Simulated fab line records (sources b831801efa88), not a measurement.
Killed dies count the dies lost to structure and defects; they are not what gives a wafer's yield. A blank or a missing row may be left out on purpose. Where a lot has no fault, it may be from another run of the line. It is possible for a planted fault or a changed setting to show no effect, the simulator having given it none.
What tool caused it? | flow gf180mcu | 13 lots with 39 wafers sampled at 4 steps, on a route of 602 steps

== WHAT THE GAUGES READ, wafer by wafer ==
GF_VT_IMPLANT_RS_MEAS_46: a four-point-probe measurement. Usual: MVSD_RS typically reads 457.2 ohm/sq, with standard deviation 1.2.
lot  | measured     | on            | MVSD_RS (ohm/sq)  | flag
L301 | day 8 08:03  | film metro-01 | 458.7 458.5 457.9 |
L302 | day 8 09:51  | film metro-03 | 456.6 455.9 455.4 |
L305 | day 8 22:56  | film metro-03 | 456.3 456.7 457.1 |
L306 | day 9 11:02  | film metro-01 | 474.2 472.3 473.7 | OFF
L309 | day 9 22:20  | film metro-01 | 472.3 472.2 471.9 | OFF
L310 | day 10 02:00 | film metro-02 | 473.5 473.4 471.9 | OFF
L314 | day 11 03:49 | film metro-02 | 458.7 457.7 458.9 |
L315 | day 11 08:54 | film metro-01 | 454.8 455.9 457.0 |
L316 | day 11 16:44 | film metro-02 | 455.8 456.2 455.9 |
L317 | day 11 23:31 | film metro-01 | 457.5 457.7 457.9 |
L318 | day 12 03:53 | film metro-02 | 457.7 455.9 457.0 |
L322 | day 13 07:07 | film metro-03 | 455.8 456.2 455.8 |
L324 | day 13 17:26 | film metro-01 | 456.3 457.2 456.3 |

GF_POLY_GATE_THK_MEAS_01. Usual: POLY_GATE_CVD_00_THK typically reads 200.2 nm, with standard deviation 1.7.
lot  | measured     | on            | POLY_GATE_CVD_00_THK (nm) | flag
L301 | day 9 07:49  | film metro-04 | 199.6 199.3 200.5         |
L302 | day 9 09:13  | film metro-04 | 196.0 195.7 197.3         |
L305 | day 9 23:07  | film metro-04 | 197.8 196.8 198.8         |
L306 | day 10 10:08 | film metro-04 | 200.2 201.2 200.3         |
L309 | day 10 21:20 | film metro-04 | 203.8 202.3 202.7         |
L310 | day 11 02:15 | film metro-03 | 201.7 203.6 202.3         |
L314 | day 12 03:37 | film metro-02 | 198.8 199.6 197.0         |
L315 | day 12 08:47 | film metro-04 | 200.1 200.3 201.1         |
L316 | day 12 18:04 | film metro-04 | 203.0 200.9 203.6         |
L317 | day 13 04:01 | film metro-02 | 198.8 200.5 200.9         |
L318 | day 13 10:34 | film metro-03 | 200.6 202.5 201.7         |
L322 | day 14 10:55 | film metro-02 | 199.3 198.7 199.8         |
L324 | day 14 22:25 | film metro-02 | 201.7 200.2 199.2         |

GF_SAB_OVL_MEAS_10. Usual: SAB_OVL typically reads -1.2 nm, with standard deviation 1.3.
lot  | measured     | on         | SAB_OVL (nm)   | flag
L301 | day 15 21:28 | overlay-02 | -2.0 -1.5 -0.9 |
L302 | day 16 05:22 | overlay-01 | -1.8 0.5 -0.6  |
L305 | day 16 17:22 | overlay-02 | -0.8 -0.9 -0.9 |
L306 | day 17 09:31 | overlay-01 | -1.3 -0.4 -2.5 |
L309 | day 18 00:45 | overlay-01 | 1.9 -2.3 0.7   |
L310 | day 18 09:07 | overlay-01 | -0.1 -1.2 -0.7 |
L314 | day 19 20:13 | overlay-01 | -1.1 -1.2 0.0  |
L315 | day 19 23:04 | overlay-02 | -1.4 -2.3 -0.5 |
L316 | day 20 08:55 | overlay-02 | -2.5 -2.6 -2.6 |
L317 | day 20 19:43 | overlay-01 | -2.5 -2.1 -3.1 |
L318 | day 21 05:50 | overlay-01 | 0.7 -1.4 -0.9  |
L322 | day 22 09:25 | overlay-01 | -1.4 -2.0 0.9  |
L324 | day 22 22:59 | overlay-02 | 0.0 -0.4 -0.8  |

== WHICH TOOL RAN EACH LOT (tool, then ch and the chambers of the sampled wafers, then the start) ==
lot  | GF_MVSD_IMPLANT_09
L301 | implanter-01 ch 0, day 5 03:47
L302 | implanter-01 ch 0, day 5 05:51
L305 | implanter-03 ch 0, day 5 16:02
L306 | implanter-01 ch 0, day 6 04:34
L309 | implanter-01 ch 0, day 6 14:11
L310 | implanter-01 ch 0, day 6 17:05
L314 | implanter-02 ch 0, day 7 14:34
L315 | implanter-03 ch 0, day 7 19:31
L316 | implanter-02 ch 0, day 8 00:50
L317 | implanter-02 ch 0, day 8 07:45
L318 | implanter-03 ch 0, day 8 11:17
L322 | implanter-02 ch 0, day 9 10:22
L324 | implanter-03 ch 0, day 9 20:00
- GF_MVSD_IMPLANT_09

== AS READ BY THE TOOLS THEMSELVES (means over the sampled wafers that have a number; for cases with no such wafer, the mark the record gives instead) ==
GF_MVSD_IMPLANT_09. Usual: beam energy keV 99.99, standard deviation 0.031; dose ions cm2 5e+12, standard deviation 5.5e+09; faraday current uA 28.2, standard deviation 0.49.
lot  | tool         | beam energy keV | dose ions cm2 | faraday current uA | flag
L301 | implanter-01 | 99.99           | 5e+12         | 28.2               |
L302 | implanter-01 | 99.99           | 5e+12         | 28.3               |
L305 | implanter-03 | 100.02          | 5e+12         | 28.1               |
L306 | implanter-01 | 99.98           | 4e+12         | 22.7               | OFF
L309 | implanter-01 | 100.03          | 4e+12         | 22.6               | OFF
L310 | implanter-01 | 99.99           | 4e+12         | 22.4               | OFF
L314 | implanter-02 | 99.99           | 5e+12         | 28.8               |
L315 | implanter-03 | 99.99           | 5e+12         | 28.2               |
L316 | implanter-02 | 99.98           | 5e+12         | 28.0               |
L317 | implanter-02 | 100.02          | 5e+12         | 27.3               |
L318 | implanter-03 | 100.00          | 5e+12         | 28.6               |
L322 | implanter-02 | 100.01          | 5e+12         | 28.3               |
L324 | implanter-03 | 100.00          | 5e+12         | 27.7               |

== THE ANSWER, worked out from the rows above alone ==
Rule: lot off if the mean of its wafers having a number is beyond 3 standard deviations from the usual mean. A lot without any number at a reading at which 4 lots or more have one is off too. Any other lot the step has rows for is counted as sound. After the gauges, taken in route order, come the tools' own readings; for these a lot's mean is taken, as printed above. The first step at which some lot is off is used, and at that step the reading that is off furthest; a lot without a number counts as furthest.
Off: at GF_VT_IMPLANT_RS_MEAS_46 (MVSD_RS), L306, L309, L310.
A tool fits if, at a process step before that reading, it ran every lot that is off, and no sound lot after the first of them. Not tried: the gauges at GF_VT_IMPLANT_RS_MEAS_46; whatever is off there is also off at GF_MVSD_IMPLANT_09, on other tools, and gauge error can't account for it. One fits: implanter-01 at GF_MVSD_IMPLANT_09. A fault onset in the window from L302 (day 5 05:51, its last sound lot) to L306 (day 6 04:34, its first lot off) fits.
The tool's own readings at GF_MVSD_IMPLANT_09 bear it out: on the lots that are off they differ by more than 5 times the standard deviation of the sound lots' means. dose ions cm2 reads 4e+12 there against 5e+12 on the sound lots; faraday current uA reads 22.6 there against 28.1 on the sound lots.

== WHAT HAD BEEN PUT IN BY THE SIMULATOR ==
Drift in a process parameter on implanter-01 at GF_MVSD_IMPLANT_09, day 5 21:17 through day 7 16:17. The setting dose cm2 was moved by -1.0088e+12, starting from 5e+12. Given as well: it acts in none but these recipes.
Lots struck among those shown: L306, L309, L310. The rule above reached the same finding.
